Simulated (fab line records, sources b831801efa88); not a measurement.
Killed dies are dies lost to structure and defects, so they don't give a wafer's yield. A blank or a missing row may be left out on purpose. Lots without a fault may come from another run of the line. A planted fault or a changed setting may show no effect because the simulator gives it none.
Which tool did it? | flow gf180mcu | 11 lots, 33 wafers sampled, at 5 steps of a route of 602

WHAT THE GAUGES READ, wafer by wafer
GF_STI_THK_MEAS_04. Usual: STI_CVD_03_THK 207.3 nm, standard deviation 2.
lot  | measured    | on            | STI_CVD_03_THK (nm) | flag
L492 | day 1 18:46 | film_metro-02 | 206.4 205.3 207.0   |
L493 | day 1 18:45 | film_metro-04 | 203.8 204.2 204.9   |
L494 | day 2 01:21 | film_metro-02 | 206.2 207.5 205.3   |
L495 | day 2 04:34 | film_metro-02 | 209.0 210.5 210.5   |
L497 | day 2 14:35 | film_metro-02 | 205.5 206.3 206.2   |
L502 | day 3 22:00 | film_metro-03 | 111.2 110.6 109.8   | OFF
L503 | day 3 22:01 | film_metro-04 | 113.6 110.9 113.1   | OFF
L505 | day 4 09:43 | film_metro-02 | 107.5 107.3 107.6   | OFF
L507 | day 4 16:49 | film_metro-03 | 208.5 206.7 209.0   |
L510 | day 5 07:45 | film_metro-04 | 204.1 204.6 203.0   |
L515 | day 6 13:01 | film_metro-04 | 207.3 205.4 204.7   |

GF_STI_THK_MEAS_24. Usual: STI_CVD_23_THK 650 nm, standard deviation 6.8.
lot  | measured    | on            | STI_CVD_23_THK (nm) | flag
L492 | day 2 08:29 | film_metro-02 | 652 651 647         |
L493 | day 2 08:31 | film_metro-03 | 651 647 632         |
L494 | day 2 15:30 | film_metro-04 | 643 641 639         |
L495 | day 2 19:09 | film_metro-03 | 663 656 649         |
L497 | day 3 04:34 | film_metro-03 | 645 655 642         |
L502 | day 4 17:28 | film_metro-03 | 646 647 643         |
L503 | day 4 17:29 | film_metro-02 | 649 639 645         |
L505 | day 5 03:10 | film_metro-04 | 649 653 653         |
L507 | day 5 09:19 | film_metro-02 | 656 650 658         |
L510 | day 5 23:58 | film_metro-03 | 645 646 653         |
L515 | day 7 09:58 | film_metro-02 | 656 653 659         |

GF_VT_IMPLANT_OVL_MEAS_07. Usual: VT_IMPLANT_OVL 0.0 nm, standard deviation 1.3.
lot  | measured     | on         | VT_IMPLANT_OVL (nm) | flag
L492 | day 5 17:51  | overlay-02 | -1.2 1.5 1.0        |
L493 | day 5 20:02  | overlay-02 | -0.6 1.9 -1.8       |
L494 | day 6 02:14  | overlay-02 | 1.4 1.2 1.0         |
L495 | day 6 08:10  | overlay-01 | -0.8 -1.2 -2.0      |
L497 | day 6 18:04  | overlay-02 | 0.1 -0.9 -3.4       |
L502 | day 8 14:10  | overlay-02 | 1.3 1.5 2.9         |
L503 | day 8 13:07  | overlay-02 | 0.4 -0.1 0.5        |
L505 | day 9 01:32  | overlay-01 | 2.3 1.4 2.0         |
L507 | day 9 08:35  | overlay-01 | 1.0 0.1 -0.8        |
L510 | day 10 05:13 | overlay-02 | -1.1 -1.0 -1.7      |
L515 | day 12 01:46 | overlay-01 | 0.1 0.0 -1.7        |

WHICH TOOL RAN EACH LOT (tool, then ch and the chambers of the sampled wafers, then the start)
lot  | GF_STI_CVD_03              | GF_STI_ETCH_13
L492 | lpcvd-01 ch 1, day 1 16:46 | rie_diel-03 ch 0,1, day 2 06:01
L493 | lpcvd-01 ch 1, day 1 16:46 | rie_diel-02 ch 0,2,3, day 2 06:17
L494 | lpcvd-02 ch 0, day 1 23:22 | rie_diel-04 ch 0,1,2, day 2 13:36
L495 | lpcvd-02 ch 1, day 2 02:34 | rie_diel-02 ch 1,3, day 2 16:32
L497 | lpcvd-01 ch 1, day 2 12:34 | rie_diel-02 ch 0,1,2, day 3 02:41
L502 | lpcvd-02 ch 0, day 3 20:01 | rie_diel-03 ch 0,2,3, day 4 10:39
L503 | lpcvd-02 ch 0, day 3 20:01 | rie_diel-02 ch 0,1, day 4 10:50
L505 | lpcvd-02 ch 0, day 4 07:44 | rie_diel-03 ch 0,2,3, day 4 23:27
L507 | lpcvd-01 ch 1, day 4 14:49 | rie_diel-02 ch 0,1,2, day 5 06:56
L510 | lpcvd-01 ch 1, day 5 05:44 | rie_diel-03 ch 0,1,2, day 5 22:04
L515 | lpcvd-01 ch 1, day 6 11:02 | rie_diel-03 ch 0,1,3, day 7 03:31
- GF_STI_CVD_03: deposits Si3N4 from DCS/NH3, target thk 207.16 nm, time 3551 s.
- GF_STI_ETCH_13: etches the open film in CHF3/O2, stops on Si, target depth 282.31 nm, time 112.9 s.

WHAT THE TOOLS THEMSELVES READ (means of the sampled wafers that have a number; where no wafer has one, the mark that the record gives instead)
GF_STI_CVD_03. Usual: spike_tc_bottom_C 787.0 C, standard deviation 2.9; spike_tc_upper_C 769.9 C, standard deviation 1.2; zone_power_upper_pct 12.8 %, standard deviation 1.3.
lot  | tool     | spike_tc_bottom_C (C) | spike_tc_upper_C (C) | zone_power_upper_pct (%) | flag
L492 | lpcvd-01 | 791.3                 | 768.8                | 12.9                     |
L493 | lpcvd-01 | 791.5                 | 769.4                | 12.6                     |
L494 | lpcvd-02 | 784.6                 | 769.7                | 11.5                     |
L495 | lpcvd-02 | 786.8                 | 771.2                | 15.0                     |
L497 | lpcvd-01 | 790.1                 | 769.7                | 12.7                     |
L502 | lpcvd-02 | 784.6                 | 769.6                | 11.5                     |
L503 | lpcvd-02 | 784.0                 | 770.6                | 11.5                     |
L505 | lpcvd-02 | 783.7                 | 768.8                | 11.6                     |
L507 | lpcvd-01 | 790.0                 | 770.1                | 12.7                     |
L510 | lpcvd-01 | 790.1                 | 768.7                | 12.9                     |
L515 | lpcvd-01 | 791.1                 | 768.9                | 12.6                     |

GF_STI_ETCH_13. Usual: drypump_motor_current_A 5.7 A, standard deviation 0.34; oes_product_au 0.832 a.u., standard deviation 0.0067; throttle_valve_pct 8.811 %, standard deviation 0.0096.
lot  | tool        | drypump_motor_current_A (A) | oes_product_au (a.u.) | throttle_valve_pct (%) | flag
L492 | rie_diel-03 | 5.5                         | 0.828                 | 8.812                  |
L493 | rie_diel-02 | 6.1                         | 0.824                 | 8.809                  |
L494 | rie_diel-04 | 6.2                         | 0.833                 | 8.808                  |
L495 | rie_diel-02 | 5.8                         | 0.838                 | 8.810                  |
L497 | rie_diel-02 | 5.8                         | 0.832                 | 8.809                  |
L502 | rie_diel-03 | 5.5                         | 0.619                 | 8.750                  | OFF
L503 | rie_diel-02 | 5.6                         | 0.624                 | 8.756                  | OFF
L505 | rie_diel-03 | 5.6                         | 0.608                 | 8.739                  | OFF
L507 | rie_diel-02 | 5.8                         | 0.839                 | 8.801                  |
L510 | rie_diel-03 | 5.5                         | 0.825                 | 8.808                  |
L515 | rie_diel-03 | 5.5                         | 0.833                 | 8.816                  |

THE ANSWER, worked out from the rows above alone
Rule: a lot is off if the mean of its wafers that have a number lies more than 3 standard deviations from the usual mean. A lot without any number at a reading at which 4 lots or more have one is off too. The other lots that the step has rows for count as sound. The gauges are gone through in route order, then the tools' own readings, and for those a lot's mean is taken as printed above. The first step at which some lot is off is used, and at that step the reading that is off furthest; a lot without a number counts as furthest.
Off: L502, L503, L505, at GF_STI_THK_MEAS_04 (STI_CVD_03_THK).
A tool fits if, at a process step before that reading, it ran every lot that is off, and no sound lot after the first of them. The gauges at GF_STI_THK_MEAS_04 aren't tried: what is off there is off at GF_STI_ETCH_13 too, on other tools, and a gauge's error can't cause that. One fits: lpcvd-02 at GF_STI_CVD_03. Its last sound lot is L495 (day 2 02:34), its first lot that is off L502 (day 3 20:01): a fault that began between those two fits.

WHAT THE SIMULATOR HAD PUT IN
Process parameter drift: lpcvd-02, from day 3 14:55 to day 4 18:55, at GF_STI_CVD_03. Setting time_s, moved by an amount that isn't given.
Lots struck among those shown: L502, L503, L505. The rule above found the same.
